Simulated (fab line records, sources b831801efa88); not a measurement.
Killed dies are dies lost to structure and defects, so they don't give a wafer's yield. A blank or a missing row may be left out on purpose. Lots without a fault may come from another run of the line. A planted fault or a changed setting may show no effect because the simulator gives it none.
One fault seen from 2 desks | flow gf180mcu | each desk has only its own numbers; what lay behind them comes last

THE METROLOGY DESK
What the gauges read, lot by lot, whatever tool the lot ran on: means of the sampled wafers that have a number. A lot is out of limits, marked OUT, if its mean lies more than 4 standard deviations from the usual mean; the brackets give that distance.
Columns: A = V5_CVD_00_THK at GF_V5_THK_MEAS_01, usual 300 nm
lot  | first seen here | A
L765 | day 26 15:11    | 294
L766 | day 27 01:43    | 298
L767 | day 27 16:58    | 297
L768 | day 28 04:38    | 300
L769 | day 28 07:26    | 302
L770 | day 28 10:03    | 299
L772 | day 29 08:43    | 302
L773 | day 29 14:41    | 245 (-13) OUT
L777 | day 30 15:58    | 235 (-16) OUT
L787 | day 33 10:53    | 301
L788 | day 33 14:40    | 299
This desk's finding: out of limits on L773, L777; first on L773, day 29 14:41 (V5_CVD_00_THK at GF_V5_THK_MEAS_01). In limits: L765, L766, L767, L768, L769, L770, L772, L787, L788.

THE TOOL OWNER'S DESK: hdpcvd-01
The tool's own readings at GF_V5_CVD_00 (deposits SiO2, target thk 300 nm, time 50 s): means of the sampled wafers that have a number, for each lot that ran on this tool. A lot is out of limits, marked OUT, if its mean lies more than 4 standard deviations from the usual mean; the brackets give that distance.
Columns: A = sih4_flow_sccm at GF_V5_CVD_00, usual 60.00 sccm; B = susceptor_temp_C at GF_V5_CVD_00, usual 400.01 C
lot  | first seen here | A               | B
L766 | day 27 01:40    | 59.97           | 399.99
L767 | day 27 16:55    | 59.74           | 399.94
L768 | day 28 04:35    | 59.94           | 399.90
L769 | day 28 07:19    | 60.01           | 399.67
L772 | day 29 08:40    | 60.00           | 399.87
L773 | day 29 14:38    | 47.95 (-67) OUT | 399.80
L777 | day 30 15:55    | 48.25 (-65) OUT | 399.92
L788 | day 33 14:37    | 60.36           | 399.88
This desk's finding: out of limits on L773, L777; first on L773, day 29 14:38 (sih4_flow_sccm at GF_V5_CVD_00). In limits: L766, L767, L768, L769, L772, L788.

PUT TOGETHER
The tool owner's desk could have raised an alarm at day 29 14:38, on L773, L777.
The metrology desk could have raised an alarm at day 29 14:41, on L773, L777.
Of the lots named, all ran GF_V5_CVD_00 on hdpcvd-01.

WHAT THE SIMULATOR HAD PUT IN
Process parameter drift: hdpcvd-01, from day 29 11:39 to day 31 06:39, at GF_V5_CVD_00. Setting sih4_flow_sccm, moved by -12, from 60. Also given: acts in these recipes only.
Lots struck among those shown: L773, L777.
Hours from the fault's start to each desk's first reading out of limits: the tool owner's desk, 3; the metrology desk, 3.
